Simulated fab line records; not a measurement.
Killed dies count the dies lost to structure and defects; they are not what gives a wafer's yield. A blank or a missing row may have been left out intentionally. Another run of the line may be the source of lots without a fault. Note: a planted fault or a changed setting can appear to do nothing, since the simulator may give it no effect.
Struck lot and sound lot, side by side -- flow sky130 -- 15 steps out of a route of 708
Sound: wafers L280.3, L280.4, L280.5. Wafers struck: L268.1, L268.4, L268.5. The cause comes at the end.
Each step with rows lists, per side, the tool, then ch with its chambers, then its first start. Under that, the readings that differ: sound wafers -- struck wafers -- difference of the means -- sigmas: that difference in standard deviations of wafers without a fault.
alike: readings whose means differ by less than 2 such deviations, and words and numbers that are the same on both sides. not compared: withheld readings, readings that some wafer has no value for, bounds like >300 that may hide the same value, and numbers for which the record gives no deviation and whose values overlap.
A row with sigmas, a row that says differs or no value, or rows on one side alone: a step with any of these is where the two part. Numbers that have no deviation but don't overlap get no sigmas and don't part them. A reading that every wafer of one side lacks parts them only if that side has two wafers or more.

first, 3 steps without rows for these wafers: SKY_RES_PROTECT_PEB_05; SKY_RES_PROTECT_DEVELOP_06 (develop time 60 s); SKY_POLY_GATE_IMPLANT_02.
SKY_RES_PROTECT_STRIP_07: strips in O2/N2.
  sound on plasma_asher-03 ch 0,1, day 22 22:07; struck on plasma_asher-03 ch 0,1, day 17 14:31
  alike: drypump_motor_current_A, oes_product_au, strip_time_to_endpoint_s
  not compared: rf_hours_counter_h
SKY_RES_PROTECT_TW_MEAS_08:
  sound: film_metro-01 at day 22 22:12; struck: film_metro-04 at day 17 14:37
  alike: POLY_GATE_TW
then, 2 steps without rows for these wafers: SKY_RES_PROTECT_CLEAN_09 (cleans in SC1/SC2, time 150 s); SKY_POLY_GATE_CVD_03 (deposits Si3N4 from DCS/NH3, target thk 75 nm, time 1290 s).
SKY_POLY_GATE_THK_MEAS_04:
  sound: film_metro-04 at day 22 23:59; struck: film_metro-04 at day 17 17:05
  alike: POLY_GATE_CVD_03_THK
then, 4 steps without rows for these wafers: SKY_POLY_GATE_DEHYDRATE_05 (time 60 s); SKY_POLY_GATE_HMDS_06 (prime time 60 s); SKY_POLY_GATE_COAT_07 (resist thk 110 nm); SKY_POLY_GATE_COAT_08 (resist thk 450 nm).
SKY_POLY_GATE_SOFTBAKE_09: time 90 s.
  sound on litho_track-02 ch 0, day 23 15:00; struck on litho_track-02 ch 0, day 18 07:00
reading,sound,struck,difference,sigmas
heater_power_total_W (W),57.33 57.41 57.31,55.95 56.02 55.83,-1.42,-12
plate_temp_C (C),100.12 99.80 99.96,98.06 97.91 98.09,-1.94,-14
then, 1 step without rows for these wafers: SKY_POLY_GATE_EXPOSE_10 (exposes mask P1M, target cd 150 nm).
-- a jump in the record: the struck wafers' starts before and after are 30 days apart (it breaks off in module POLY_GATE and resumes in module PAD_OPEN, where the first step shown is number 708 of the route) --
SKY_PAD_OPEN_PROBE_99:
  sound: prober-02 at day 51 02:14; struck: prober-02 at day 47 20:33
  alike: killed_at_M0_to_M3, killed_at_M4_up, killed_at_contacts, killed_at_front_end, killed_at_other, killed_dies, killed_open, killed_short

== WHERE THEY PART ==
Only at SKY_POLY_GATE_SOFTBAKE_09, within this record. Later steps at which nothing parts them and some readings are alike: SKY_PAD_OPEN_PROBE_99.

WHY: the cause the simulator had injected
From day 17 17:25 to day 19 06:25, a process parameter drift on litho_track-02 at SKY_POLY_GATE_SOFTBAKE_09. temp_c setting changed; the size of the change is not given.
